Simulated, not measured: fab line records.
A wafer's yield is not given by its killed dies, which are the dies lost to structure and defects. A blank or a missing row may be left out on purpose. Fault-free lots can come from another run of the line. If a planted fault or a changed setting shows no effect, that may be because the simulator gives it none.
8D (eight disciplines) problem report, filled in by code || flow gf180mcu || the parts of the form that need people (team, actions taken, sign-off) are left out

== 1. WHAT IS WRONG ==
At GF_M1_CD_MEAS_14, cdNm averages 186.8 nm over 2 wafers from 2 lots, while fault-free wafers read 229.7 nm, standard deviation 1.2. That is -36 standard deviations from the usual mean.
The step: target cd 230 nm.
The first sign was on wafer L182.6 at day 22 16:56, on cdSem-01. The record holds 36 wafers of 13 lots with a number at this step. The rule behind "out" and "out of limits": a value lying over 4 standard deviations away from the usual mean. Any other wafer with a number is counted as sound.

== 2. WHAT THIS IS AND IS NOT ==
{"question": "which readings at this step", "is": "cdNm", "is not": "-"}
{"question": "which lots", "is": "L182, L184", "is not": "L170, L171, L174, L176, L177, L178, L179, L189, L190, L191, L192"}
{"question": "which wafers of those lots", "is": "L182.6, L184.6", "is not": "L182.2, L182.5, L184.1"}
{"question": "read on which gauges", "is": "cdSem-01, cdSem-02", "is not": "-"}
{"question": "when", "is": "from day 22 16:56", "is not": "up to then (22 sound wafers); but 12 sound wafers of L184, L189, L190, L191, L192 came after"}

== 3. THE SUSPECTS, EACH WITH WHAT RULES IT OUT ==
Counting: any tool at a process step up to the reading remains a suspect provided it ran every lot that is out. Sound lots after the first of them don't rule it out here, since some wafers of a struck lot are sound.
- the gauge at GF_M1_CD_MEAS_14: ruled out. The wafers that are out were read on 2 gauges (cdSem-01, cdSem-02).
- pvdSputter-03 at GF_M1_SPUTTER_02 (material AlCu, target thk 450 nm, time 23.9 s): kept. Every lot that is out went through it, the first being L182 (day 21 17:12); the last sound lot it ran before that was L178 (day 19 05:18).
- krfScanner-02 at GF_M1_EXPOSE_11 (exposes mask Metal1, target cd 230 nm): kept. Every lot that is out went through it, the first being L182 (day 22 04:49); the last sound lot it ran before that was L177 (day 19 16:57).
Left after counting: pvdSputter-03 at GF_M1_SPUTTER_02, krfScanner-02 at GF_M1_EXPOSE_11.

== 4. THE CAUSE (what the simulator had put in) ==
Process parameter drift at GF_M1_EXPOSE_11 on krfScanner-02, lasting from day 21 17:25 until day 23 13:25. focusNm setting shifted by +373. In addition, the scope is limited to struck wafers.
Of the 2 suspects that counting leaves, this tool is one.

== 5. SEQUENCE OF EFFECTS, ordered by route ==
Each row: a reading where the mean over the struck wafers with a number is more than 3 standard deviations away from the usual. Only readings for which the record gives a usual standard deviation are gone through. hours: the time from each lot's start at the first step in this table that gives one to its start at this step, as a median over the lots. sigmas: the change in usual standard deviations.
{"hours": 0, "step": "GF_M1_CD_MEAS_14", "reading": "cdNm", "usual": "229.7 nm", "on struck wafers": 186.8, "change": -42.9, "sigmas": -36}
{"hours": 255, "step": "GF_PASSIVATION_PROBE_99", "reading": "defectLimitedYield", "usual": "90.5 %", "on struck wafers": 38.7, "change": -51.8, "sigmas": -37}
{"hours": 255, "step": "GF_PASSIVATION_PROBE_99", "reading": "killed_at_M0_to_M3", "usual": 20, "on struck wafers": 274, "change": "+254", "sigmas": "+57"}
{"hours": 255, "step": "GF_PASSIVATION_PROBE_99", "reading": "killedDies", "usual": 47, "on struck wafers": 302, "change": "+254", "sigmas": "+36"}
{"hours": 255, "step": "GF_PASSIVATION_PROBE_99", "reading": "killedOnRim", "usual": 9, "on struck wafers": 90, "change": "+81", "sigmas": "+25"}
{"hours": 255, "step": "GF_PASSIVATION_PROBE_99", "reading": "sort_bin_5_function", "usual": "5.5 %", "on struck wafers": 57.2, "change": "+51.7", "sigmas": "+47"}
{"hours": 255, "step": "GF_PASSIVATION_PROBE_99", "reading": "sortNPass", "usual": 445, "on struck wafers": 190, "change": -254, "sigmas": -36}
{"hours": 255, "step": "GF_PASSIVATION_PROBE_99", "reading": "sortYieldPct", "usual": "90.5 %", "on struck wafers": 38.7, "change": -51.8, "sigmas": -37}
The process steps in it:
- GF_PASSIVATION_PROBE_99

== 6. HOW IT WOULD HAVE BEEN CAUGHT EARLIER ==
In this record the first reading out of limits at a measuring or inspecting step was taken at day 22 16:56, 24 hours after the fault began at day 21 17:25.
No tool reading at GF_M1_EXPOSE_11 that has a usual standard deviation in the record was out on any struck wafer, so an alarm limit of 4 standard deviations on those readings would not have fired.
Lots out: 2; all had begun GF_M1_EXPOSE_11 on krfScanner-02 by day 22 16:56. Tool hold at that time: it would have spared none of them.
